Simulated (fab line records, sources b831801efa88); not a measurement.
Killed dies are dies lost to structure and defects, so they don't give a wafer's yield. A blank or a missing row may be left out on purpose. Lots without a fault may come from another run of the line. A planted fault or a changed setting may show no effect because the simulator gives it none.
Split-lot experiment | flow sky130 | 5 lots, 23 wafers read, on a route of 708 steps

THE SPLIT
At SKY_SONOS_ONO_DEVELOP_12 (develop time 60 s), the setting develop_time_s was moved away from the recipe's 60 s on 11 of the 23 wafers read, by -9.3% to +10.4%. The other wafers ran this setting at the recipe's value.

The file shows no step between the split and the reading.

THE READING
cd_nm, in nm, at SKY_SONOS_ONO_CD_MEAS_13 (target cd 410 nm). Fault-free wafers of this fab line usually give 409.9 nm, standard deviation 2.4 nm.

wafer  | tool, chamber at the split | develop_time_s as run, s | against the recipe | cd_nm, nm | against lot-mates on the recipe
L074.1 | litho_track-02, 0          | 54.41                    | -9.3%              | 422.1     | +10.7
L074.3 | litho_track-02, 0          | 54.41                    | -9.3%              | 420.3     | +8.9
L074.4 | litho_track-02, 0          | 54.41                    | -9.3%              | 422.3     | +10.9
L074.5 | litho_track-02, 0          | 60                       | recipe             | 411.9     | -
L074.6 | litho_track-02, 0          | 60                       | recipe             | 411.0     | -
L079.4 | litho_track-02, 0          | 60                       | recipe             | 414.1     | -
L079.5 | litho_track-02, 0          | 60                       | recipe             | 410.4     | -
L079.6 | litho_track-02, 0          | 60                       | recipe             | 412.6     | -
L082.1 | litho_track-02, 0          | 60                       | recipe             | 409.2     | -
L082.2 | litho_track-02, 0          | 65.07                    | +8.4%              | 403.8     | -5.7
L082.4 | litho_track-02, 0          | 60                       | recipe             | 409.9     | -
L082.5 | litho_track-02, 0          | 65.07                    | +8.4%              | 402.0     | -7.5
L082.6 | litho_track-02, 0          | 65.07                    | +8.4%              | 404.3     | -5.2
L083.1 | litho_track-04, 0          | 60                       | recipe             | 408.9     | -
L083.2 | litho_track-04, 0          | 55.26                    | -7.9%              | 415.3     | +7.3
L083.3 | litho_track-04, 0          | 55.26                    | -7.9%              | 414.7     | +6.7
L083.4 | litho_track-04, 0          | 60                       | recipe             | 407.2     | -
L083.5 | litho_track-04, 0          | 60                       | recipe             | 407.8     | -
L084.1 | litho_track-04, 0          | 66.22                    | +10.4%             | 403.2     | -7.8
L084.2 | litho_track-04, 0          | 66.22                    | +10.4%             | 402.0     | -9.0
L084.3 | litho_track-04, 0          | 60                       | recipe             | 409.6     | -
L084.5 | litho_track-04, 0          | 66.22                    | +10.4%             | 401.4     | -9.6
L084.6 | litho_track-04, 0          | 60                       | recipe             | 412.4     | -

THE FIT
A straight line over all 23 wafers: cd_nm changes by -0.893 nm for each +1% of develop_time_s; r = -0.94; the points scatter about the line by 2.1 nm.
The same after taking each lot's own level away (the mean of its wafers on the recipe; 23 wafers): -0.901 nm for each +1%; r = -0.98; scatter 1.2 nm.
On that fit, the largest move of develop_time_s shifts the reading by 9.3 nm.
The lots' own levels span 407.97 to 412.37 nm, that is 1.8 times the standard deviation above.
So the lot-to-lot level changes the slope little: the two slopes agree.
Check: with one of the wafers moved furthest among these (+10.4%) left out of the fit, the line predicts -9.05 nm for it against its lot-mates. It came out at -7.8 nm against them.

OTHER SPLITS ON THESE WAFERS
These wafers also went through other splits before the reading. Each is held against what the fit with the lots' levels taken away leaves over:
other split on the same wafers               | wafers away from the commonest value | r with cd_nm (lot level and that fit taken away)
SKY_VT_ADJUST_HVTR_DEVELOP_06 develop_time_s | 9                                    | -0.10
SKY_VT_ADJUST_PCH_COAT_02 spin_rpm           | 11                                   | +0.12
SKY_SONOS_TUNNEL_COAT_02 spin_rpm            | 9                                    | +0.08
SKY_SONOS_TUNNEL_IMPLANT_09 energy_kev       | 5                                    | +0.14
SKY_SONOS_ONO_OXIDATION_00 ox_time_s         | 18                                   | +0.19

THE WHOLE CHAIN: every reading that the file lists as answering this split, in the file's order
step                     | what it does                                                       | reading                                                          | change (the file's fit)               | r (the file's)
SKY_SONOS_ONO_CD_MEAS_13 | target cd 410 nm                                                   | cd_nm                                                            | -0.893 nm for each +1% of the setting | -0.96
SKY_SONOS_ONO_ETCH_15    | etches the open film in CHF3/O2, target depth 19.52 nm, time 7.8 s | SONOS_ONO.cd_nm (the simulator's own value, which no gauge read) | -0.881 nm for each +1% of the setting | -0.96

THE FILE'S OWN FIT
cd_nm changes by -0.893 nm for each +1% of develop_time_s, r = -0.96.
